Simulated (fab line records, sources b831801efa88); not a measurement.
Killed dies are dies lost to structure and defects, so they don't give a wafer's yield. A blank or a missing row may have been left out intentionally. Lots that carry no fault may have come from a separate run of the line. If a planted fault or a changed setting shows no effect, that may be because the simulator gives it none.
Code-filled problem report in 8D (eight disciplines) form    flow sky130    the parts of the form that need people (team, actions taken, sign-off) are left out

== 1. WHAT IS WRONG ==
VIA3_HDPCVD_THK at SKY_VIA3_THK_MEAS_01 reads a mean of 760 nm on 1 wafer of 1 lot; wafers without a fault read 1640 nm with a standard deviation of 15. That is -59 standard deviations from the usual mean.
Earliest sighting: wafer L718.3 on film-metro-01 at day 41 17:22. Wafers with a number at this step in the record: 39, from 13 lots. By rule, "out" or "out of limits" means more than 4 standard deviations away from the usual mean. Any other wafer with a number is counted as sound.

== 2. WHAT IT IS, AND WHAT IT ISN'T ==
question                     is                 is not
which readings at this step  VIA3_HDPCVD_THK    -
which lots                   L718               L710, L711, L712, L713, L714, L715, L716, L727, L729, L731, L732, L733
which wafers of those lots   L718.3             L718.1, L718.2
read on which gauges         film-metro-01      film-metro-02, film-metro-03
when                         from day 41 17:22  up to then (23 sound wafers); but 15 sound wafers of L727, L729, L731, L732, L733 came after

== 3. THE SUSPECTS, EACH WITH WHAT RULES IT OUT ==
Counting: any tool at a process step up to the reading remains a suspect provided it ran every lot that is out. Sound lots after the first of them don't rule it out here, since some wafers of a struck lot are sound.
- the gauge at SKY_VIA3_THK_MEAS_01: kept. All the wafers that are out were read on film-metro-01, and no step on other tools shows them out.
- pvd-sputter-04 at SKY_METAL1_SPUTTER_02 (material AlCu, target thk 250 nm, time 13.3 s): kept. L718, the lot that is out, went through it at day 34 22:05; up to then, the latest sound lot through it was L716 at day 34 08:15.
- rie-metal-02 at SKY_METAL1_ETCH_18 (etches BARC in N2/H2, stops on SiO2, time 45.9 s, target depth 60 nm): kept. L718, the lot that is out, went through it at day 36 00:40; up to then, the latest sound lot through it was L713 at day 34 17:49.
- hdpcvd-01 at SKY_VIA3_HDPCVD_00 (deposits SiO2, target thk 1635 nm, time 272.5 s): kept. L718, the lot that is out, went through it at day 41 17:12; up to then, the latest sound lot through it was L716 at day 41 03:12.
Left after counting: pvd-sputter-04 at SKY_METAL1_SPUTTER_02, rie-metal-02 at SKY_METAL1_ETCH_18, hdpcvd-01 at SKY_VIA3_HDPCVD_00, film-metro-01 at SKY_VIA3_THK_MEAS_01.

== 4. THE CAUSE (what the simulator had put in) ==
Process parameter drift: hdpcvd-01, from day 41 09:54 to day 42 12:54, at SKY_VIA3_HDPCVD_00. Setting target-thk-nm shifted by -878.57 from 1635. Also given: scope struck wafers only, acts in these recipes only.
Counting left 4 suspects, and this tool is among them.

== 5. SEQUENCE OF EFFECTS, ordered by route ==
Each row: a reading where the mean over the struck wafers with a number is more than 3 standard deviations away from the usual. Only readings for which the record gives a usual standard deviation are gone through. hours: the time from each lot's start at the first step in this table that gives one to its start at this step, as a median over the lots. sigmas: the change in usual standard deviations.
hours  step                  reading          usual    on struck wafers  change  sigmas
0      SKY_VIA3_THK_MEAS_01  VIA3_HDPCVD_THK  1640 nm  760               -880    -59

== 6. WHAT WOULD HAVE CAUGHT IT SOONER ==
7 hours passed between the start of the fault at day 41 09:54 and the first reading out of limits at a measuring or inspecting step in this record, taken at day 41 17:22.
Lots out: 1; all had begun SKY_VIA3_HDPCVD_00 on hdpcvd-01 by day 41 17:22. Tool hold at that time: it would have spared none of them.
